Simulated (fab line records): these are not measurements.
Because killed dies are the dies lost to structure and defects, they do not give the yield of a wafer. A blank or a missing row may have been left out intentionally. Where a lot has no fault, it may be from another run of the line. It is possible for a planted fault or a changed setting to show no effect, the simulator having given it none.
Which tool did it? / flow sky130 / 24 lots, 72 wafers sampled, at 5 steps of a route of 708

== WHAT THE GAUGES SHOWED, per wafer ==
SKY_METAL2_OVL_MEAS_16. Usual: METAL2_OVL typically reads -1 nm, with standard deviation 5.7.
lot=L074; measured=day 35 04:33; on=overlay-01; METAL2_OVL (nm)=2 0 6; flag=
lot=L075; measured=day 36 01:30; on=overlay-02; METAL2_OVL (nm)=0 -3 -1; flag=
lot=L076; measured=day 36 05:21; on=overlay-01; METAL2_OVL (nm)=-7 7 8; flag=
lot=L077; measured=day 36 20:45; on=overlay-01; METAL2_OVL (nm)=-11 -2 -14; flag=
lot=L079; measured=day 36 23:54; on=overlay-02; METAL2_OVL (nm)=-4 -3 -7; flag=
lot=L078; measured=day 37 04:36; on=overlay-01; METAL2_OVL (nm)=-6 -1 -2; flag=
lot=L080; measured=day 37 15:16; on=overlay-02; METAL2_OVL (nm)=2 -4 -1; flag=
lot=L081; measured=day 38 01:03; on=overlay-01; METAL2_OVL (nm)=-4 0 0; flag=
lot=L082; measured=day 38 03:06; on=overlay-02; METAL2_OVL (nm)=11 -3 7; flag=
lot=L083; measured=day 38 17:07; on=overlay-01; METAL2_OVL (nm)=-8 3 -2; flag=
lot=L085; measured=day 39 01:42; on=overlay-01; METAL2_OVL (nm)=3 10 6; flag=
lot=L084; measured=day 39 03:31; on=overlay-01; METAL2_OVL (nm)=3 8 11; flag=
lot=L086; measured=day 39 07:36; on=overlay-01; METAL2_OVL (nm)=-2 0 4; flag=
lot=L087; measured=day 40 04:27; on=overlay-01; METAL2_OVL (nm)=3 -11 -5; flag=
lot=L088; measured=day 40 12:58; on=overlay-01; METAL2_OVL (nm)=2 1 7; flag=
lot=L089; measured=day 41 00:26; on=overlay-01; METAL2_OVL (nm)=-2 -7 3; flag=
lot=L090; measured=day 41 05:07; on=overlay-01; METAL2_OVL (nm)=4 -4 -6; flag=
lot=L091; measured=day 41 19:12; on=overlay-01; METAL2_OVL (nm)=-4 -6 -1; flag=
lot=L092; measured=day 42 00:06; on=overlay-01; METAL2_OVL (nm)=-6 -7 -1; flag=
lot=L093; measured=day 42 05:54; on=overlay-01; METAL2_OVL (nm)=8 -1 10; flag=
lot=L094; measured=day 42 08:13; on=overlay-02; METAL2_OVL (nm)=1 -1 -3; flag=
lot=L096; measured=day 42 11:54; on=overlay-01; METAL2_OVL (nm)=11 3 3; flag=
lot=L095; measured=day 42 14:31; on=overlay-01; METAL2_OVL (nm)=-10 -8 -6; flag=
lot=L097; measured=day 42 17:39; on=overlay-01; METAL2_OVL (nm)=-4 2 -9; flag=

SKY_VIA2_THK_MEAS_23: measures by xrf. Usual: VIA2_W_THK typically reads 407 nm, with standard deviation 7.4.
lot=L074; measured=day 36 10:06; on=film-metro-01; VIA2_W_THK (nm)=418 411 411; flag=
lot=L075; measured=day 37 06:34; on=film-metro-03; VIA2_W_THK (nm)=400 401 406; flag=
lot=L076; measured=day 37 10:16; on=film-metro-01; VIA2_W_THK (nm)=406 414 405; flag=
lot=L077; measured=day 38 01:29; on=film-metro-02; VIA2_W_THK (nm)=408 406 410; flag=
lot=L079; measured=day 38 04:31; on=film-metro-03; VIA2_W_THK (nm)=397 389 397; flag=
lot=L078; measured=day 38 08:55; on=film-metro-03; VIA2_W_THK (nm)=403 396 405; flag=
lot=L080; measured=day 38 18:53; on=film-metro-02; VIA2_W_THK (nm)=410 410 411; flag=
lot=L081; measured=day 39 04:59; on=film-metro-01; VIA2_W_THK (nm)=401 408 405; flag=
lot=L082; measured=day 39 06:46; on=film-metro-02; VIA2_W_THK (nm)=407 407 406; flag=
lot=L083; measured=day 39 20:55; on=film-metro-03; VIA2_W_THK (nm)=398 401 406; flag=
lot=L085; measured=day 40 05:40; on=film-metro-01; VIA2_W_THK (nm)=410 424 419; flag=
lot=L084; measured=day 40 07:29; on=film-metro-02; VIA2_W_THK (nm)=406 413 403; flag=
lot=L086; measured=day 40 11:06; on=film-metro-03; VIA2_W_THK (nm)=404 406 403; flag=
lot=L087; measured=day 41 08:23; on=film-metro-03; VIA2_W_THK (nm)=395 399 400; flag=
lot=L088; measured=day 41 15:49; on=film-metro-01; VIA2_W_THK (nm)=409 418 409; flag=
lot=L089; measured=day 42 03:29; on=film-metro-03; VIA2_W_THK (nm)=405 405 404; flag=
lot=L090; measured=day 42 08:10; on=film-metro-02; VIA2_W_THK (nm)=411 415 420; flag=
lot=L091; measured=day 42 21:30; on=film-metro-02; VIA2_W_THK (nm)=408 422 406; flag=
lot=L092; measured=day 43 02:17; on=film-metro-03; VIA2_W_THK (nm)=404 407 406; flag=
lot=L093; measured=day 43 08:12; on=film-metro-01; VIA2_W_THK (nm)=398 406 398; flag=
lot=L094; measured=day 43 10:34; on=film-metro-02; VIA2_W_THK (nm)=417 418 419; flag=
lot=L096; measured=day 43 14:13; on=film-metro-03; VIA2_W_THK (nm)=404 405 405; flag=
lot=L095; measured=day 43 16:56; on=film-metro-01; VIA2_W_THK (nm)=403 408 403; flag=
lot=L097; measured=day 43 19:05; on=film-metro-01; VIA2_W_THK (nm)=399 401 406; flag=

SKY_CAPM_OVL_MEAS_12. Usual: CAPM_OVL typically reads 0.1 nm, with standard deviation 1.1.
lot=L074; measured=day 37 12:26; on=overlay-02; CAPM_OVL (nm)=0.2 1.3 -0.4; flag=
lot=L075; measured=day 38 09:53; on=overlay-02; CAPM_OVL (nm)=1.1 0.7 -0.7; flag=
lot=L076; measured=day 38 11:56; on=overlay-01; CAPM_OVL (nm)=0.4 0.7 0.5; flag=
lot=L077; measured=day 39 03:19; on=overlay-02; CAPM_OVL (nm)=-2.5 -1.6 -3.5; flag=
lot=L079; measured=day 39 06:38; on=overlay-02; CAPM_OVL (nm)=0.5 -1.2 0.6; flag=
lot=L078; measured=day 39 11:38; on=overlay-02; CAPM_OVL (nm)=2.2 -0.6 0.4; flag=
lot=L080; measured=day 39 20:20; on=overlay-02; CAPM_OVL (nm)=-0.2 0.3 0.3; flag=
lot=L081; measured=day 40 06:50; on=overlay-01; CAPM_OVL (nm)=0.9 -0.8 1.4; flag=
lot=L082; measured=day 40 08:23; on=overlay-01; CAPM_OVL (nm)=-0.3 1.6 0.9; flag=
lot=L083; measured=day 40 22:22; on=overlay-01; CAPM_OVL (nm)=1.4 1.9 -0.2; flag=
lot=L085; measured=day 41 06:42; on=overlay-02; CAPM_OVL (nm)=0.1 1.1 1.0; flag=
lot=L084; measured=day 41 08:41; on=overlay-01; CAPM_OVL (nm)=1.3 0.2 1.6; flag=
lot=L086; measured=day 41 13:26; on=overlay-01; CAPM_OVL (nm)=-0.4 -0.3 -1.9; flag=
lot=L087; measured=day 42 09:02; on=overlay-02; CAPM_OVL (nm)=-3.3 -1.1 -1.9; flag=
lot=L088; measured=day 42 15:51; on=overlay-02; CAPM_OVL (nm)=2.4 2.1 1.4; flag=
lot=L089; measured=day 43 03:11; on=overlay-01; CAPM_OVL (nm)=-0.3 -0.5 0.2; flag=
lot=L090; measured=day 43 08:08; on=overlay-01; CAPM_OVL (nm)=-1.2 1.4 0.3; flag=
lot=L091; measured=day 43 21:05; on=overlay-02; CAPM_OVL (nm)=1.5 1.2 -0.2; flag=
lot=L092; measured=day 44 01:56; on=overlay-02; CAPM_OVL (nm)=-0.5 1.1 0.5; flag=
lot=L093; measured=day 44 07:56; on=overlay-01; CAPM_OVL (nm)=0.9 0.9 0.3; flag=
lot=L094; measured=day 44 09:53; on=overlay-01; CAPM_OVL (nm)=2.1 0.1 1.1; flag=
lot=L096; measured=day 44 13:23; on=overlay-02; CAPM_OVL (nm)=-0.6 0.2 0.9; flag=
lot=L095; measured=day 44 15:52; on=overlay-01; CAPM_OVL (nm)=-2.9 -0.3 -1.7; flag=
lot=L097; measured=day 44 18:07; on=overlay-01; CAPM_OVL (nm)=0.2 -0.3 1.2; flag=

SKY_VIA3_CD_MEAS_12: the cd target is 200 nm. Usual: cd-nm at 200.4 nm, with a standard deviation of 1.6.
lot=L074; measured=day 39 18:04; on=cd-sem-02; cd-nm (nm)=200.9 200.5 200.5; flag=
lot=L075; measured=day 40 15:19; on=cd-sem-01; cd-nm (nm)=202.2 201.8 202.0; flag=
lot=L076; measured=day 40 16:05; on=cd-sem-01; cd-nm (nm)=199.1 199.5 199.7; flag=
lot=L077; measured=day 41 08:04; on=cd-sem-01; cd-nm (nm)=197.7 199.1 198.9; flag=
lot=L079; measured=day 41 10:50; on=cd-sem-02; cd-nm (nm)=203.5 203.0 203.5; flag=
lot=L078; measured=day 41 15:55; on=cd-sem-01; cd-nm (nm)=201.8 199.4 200.9; flag=
lot=L080; measured=day 42 01:17; on=cd-sem-02; cd-nm (nm)=202.1 202.9 202.1; flag=
lot=L081; measured=day 42 10:34; on=cd-sem-01; cd-nm (nm)=198.5 199.7 200.2; flag=
lot=L082; measured=day 42 12:05; on=cd-sem-01; cd-nm (nm)=203.7 201.2 202.2; flag=
lot=L083; measured=day 43 00:47; on=cd-sem-01; cd-nm (nm)=200.6 199.5 200.6; flag=
lot=L085; measured=day 43 08:38; on=cd-sem-01; cd-nm (nm)=202.5 201.8 201.1; flag=
lot=L084; measured=day 43 10:47; on=cd-sem-02; cd-nm (nm)=200.0 200.3 199.4; flag=
lot=L086; measured=day 43 15:38; on=cd-sem-02; cd-nm (nm)=197.4 197.8 198.0; flag=
lot=L087; measured=day 44 10:14; on=cd-sem-01; cd-nm (nm)=197.7 198.5 199.1; flag=
lot=L088; measured=day 44 15:58; on=cd-sem-01; cd-nm (nm)=199.9 198.3 198.4; flag=
lot=L089; measured=day 45 03:29; on=cd-sem-01; cd-nm (nm)=200.6 201.1 201.9; flag=
lot=L090; measured=day 45 08:35; on=cd-sem-02; cd-nm (nm)=201.7 201.1 201.2; flag=
lot=L091; measured=day 45 19:35; on=cd-sem-01; cd-nm (nm)=197.3 197.1 197.3; flag=
lot=L092; measured=day 46 00:38; on=cd-sem-02; cd-nm (nm)=197.2 199.2 200.0; flag=
lot=L093; measured=day 46 06:35; on=cd-sem-02; cd-nm (nm)=200.8 201.2 202.2; flag=
lot=L094; measured=day 46 07:54; on=cd-sem-01; cd-nm (nm)=199.9 199.8 201.6; flag=
lot=L096; measured=day 46 11:32; on=cd-sem-01; cd-nm (nm)=199.8 201.2 200.6; flag=
lot=L095; measured=day 46 13:42; on=cd-sem-01; cd-nm (nm)=200.3 200.5 200.3; flag=
lot=L097; measured=day 46 15:51; on=cd-sem-01; cd-nm (nm)=198.4 199.6 200.5; flag=

== TOOL THAT RAN EACH LOT (tool first, then ch and the chambers of the sampled wafers, then the start) ==
lot=L074; SKY_VIA2_ETCH_15=rie-diel-02 ch 0,1,3, day 36 09:08
lot=L075; SKY_VIA2_ETCH_15=rie-diel-03 ch 2,3, day 37 05:36
lot=L076; SKY_VIA2_ETCH_15=rie-diel-01 ch 1,2,3, day 37 09:17
lot=L077; SKY_VIA2_ETCH_15=rie-diel-02 ch 1,2,3, day 38 00:27
lot=L079; SKY_VIA2_ETCH_15=rie-diel-03 ch 0,1,3, day 38 03:32
lot=L078; SKY_VIA2_ETCH_15=rie-diel-01 ch 1,2,3, day 38 07:51
lot=L080; SKY_VIA2_ETCH_15=rie-diel-03 ch 0,3, day 38 17:30
lot=L081; SKY_VIA2_ETCH_15=rie-diel-02 ch 0,2, day 39 03:56
lot=L082; SKY_VIA2_ETCH_15=rie-diel-01 ch 1,2, day 39 05:46
lot=L083; SKY_VIA2_ETCH_15=rie-diel-03 ch 0,1, day 39 19:56
lot=L085; SKY_VIA2_ETCH_15=rie-diel-01 ch 0,1,3, day 40 04:42
lot=L084; SKY_VIA2_ETCH_15=rie-diel-02 ch 0,1,3, day 40 06:29
lot=L086; SKY_VIA2_ETCH_15=rie-diel-01 ch 1,2,3, day 40 10:07
lot=L087; SKY_VIA2_ETCH_15=rie-diel-02 ch 0,2,3, day 41 07:15
lot=L088; SKY_VIA2_ETCH_15=rie-diel-03 ch 0,3, day 41 14:50
lot=L089; SKY_VIA2_ETCH_15=rie-diel-02 ch 1,2,3, day 42 02:25
lot=L090; SKY_VIA2_ETCH_15=rie-diel-03 ch 0,3, day 42 07:08
lot=L091; SKY_VIA2_ETCH_15=rie-diel-02 ch 1,3, day 42 20:32
lot=L092; SKY_VIA2_ETCH_15=rie-diel-01 ch 0,2, day 43 01:19
lot=L093; SKY_VIA2_ETCH_15=rie-diel-03 ch 0,1,2, day 43 07:14
lot=L094; SKY_VIA2_ETCH_15=rie-diel-01 ch 0,1, day 43 09:35
lot=L096; SKY_VIA2_ETCH_15=rie-diel-02 ch 0,2,3, day 43 13:15
lot=L095; SKY_VIA2_ETCH_15=rie-diel-02 ch 1,2, day 43 15:56
lot=L097; SKY_VIA2_ETCH_15=rie-diel-03 ch 0,1,2, day 43 18:06
- SKY_VIA2_ETCH_15: etches SiO2 in C4F8/O2/Ar, stops on TiN, target depth 546 nm, time 84 s.

== WHAT THE TOOLS THEMSELVES READ (means of the sampled wafers that have a number; where no wafer has one, the mark that the record gives instead) ==
SKY_VIA2_ETCH_15. Usual: chamber-pressure-mTorr 40.00 mTorr, standard deviation 0.035; oes-product-au 0.940 a.u., standard deviation 0.0047.
lot=L074; tool=rie-diel-02; chamber-pressure-mTorr (mTorr)=39.99; oes-product-au (a.u.)=0.941; flag=
lot=L075; tool=rie-diel-03; chamber-pressure-mTorr (mTorr)=40.02; oes-product-au (a.u.)=0.943; flag=
lot=L076; tool=rie-diel-01; chamber-pressure-mTorr (mTorr)=40.00; oes-product-au (a.u.)=0.935; flag=
lot=L077; tool=rie-diel-02; chamber-pressure-mTorr (mTorr)=39.98; oes-product-au (a.u.)=0.937; flag=
lot=L079; tool=rie-diel-03; chamber-pressure-mTorr (mTorr)=40.01; oes-product-au (a.u.)=0.941; flag=
lot=L078; tool=rie-diel-01; chamber-pressure-mTorr (mTorr)=40.02; oes-product-au (a.u.)=0.941; flag=
lot=L080; tool=rie-diel-03; chamber-pressure-mTorr (mTorr)=40.00; oes-product-au (a.u.)=0.944; flag=
lot=L081; tool=rie-diel-02; chamber-pressure-mTorr (mTorr)=40.00; oes-product-au (a.u.)=0.937; flag=
lot=L082; tool=rie-diel-01; chamber-pressure-mTorr (mTorr)=40.03; oes-product-au (a.u.)=0.942; flag=
lot=L083; tool=rie-diel-03; chamber-pressure-mTorr (mTorr)=40.00; oes-product-au (a.u.)=0.940; flag=
lot=L085; tool=rie-diel-01; chamber-pressure-mTorr (mTorr)=39.99; oes-product-au (a.u.)=0.943; flag=
lot=L084; tool=rie-diel-02; chamber-pressure-mTorr (mTorr)=40.01; oes-product-au (a.u.)=0.940; flag=
lot=L086; tool=rie-diel-01; chamber-pressure-mTorr (mTorr)=39.99; oes-product-au (a.u.)=0.938; flag=
lot=L087; tool=rie-diel-02; chamber-pressure-mTorr (mTorr)=40.01; oes-product-au (a.u.)=0.939; flag=
lot=L088; tool=rie-diel-03; chamber-pressure-mTorr (mTorr)=39.98; oes-product-au (a.u.)=0.942; flag=
lot=L089; tool=rie-diel-02; chamber-pressure-mTorr (mTorr)=40.01; oes-product-au (a.u.)=0.939; flag=
lot=L090; tool=rie-diel-03; chamber-pressure-mTorr (mTorr)=40.01; oes-product-au (a.u.)=0.940; flag=
lot=L091; tool=rie-diel-02; chamber-pressure-mTorr (mTorr)=40.00; oes-product-au (a.u.)=0.943; flag=
lot=L092; tool=rie-diel-01; chamber-pressure-mTorr (mTorr)=40.03; oes-product-au (a.u.)=0.944; flag=
lot=L093; tool=rie-diel-03; chamber-pressure-mTorr (mTorr)=40.01; oes-product-au (a.u.)=0.942; flag=
lot=L094; tool=rie-diel-01; chamber-pressure-mTorr (mTorr)=40.01; oes-product-au (a.u.)=0.939; flag=
lot=L096; tool=rie-diel-02; chamber-pressure-mTorr (mTorr)=39.96; oes-product-au (a.u.)=0.938; flag=
lot=L095; tool=rie-diel-02; chamber-pressure-mTorr (mTorr)=40.00; oes-product-au (a.u.)=0.942; flag=
lot=L097; tool=rie-diel-03; chamber-pressure-mTorr (mTorr)=40.00; oes-product-au (a.u.)=0.934; flag=

== THE ANSWER, worked out from the rows above alone ==
Rule: a lot counts as off when the mean over its wafers that have a number is more than 3 standard deviations away from the usual mean. Also off: a lot with no number at a reading for which 4 or more lots have one. Where the step has rows for the other lots, those lots are counted as sound. First the gauges in route order, then the tools' own readings, where a lot's mean is used as printed above. At the first step where some lot is off, the reading lying furthest off is the one used; lots without a number count as furthest.
Nothing can be told from this: no lot is off at any reading shown.

== WHAT WAS PUT IN BY THE SIMULATOR ==
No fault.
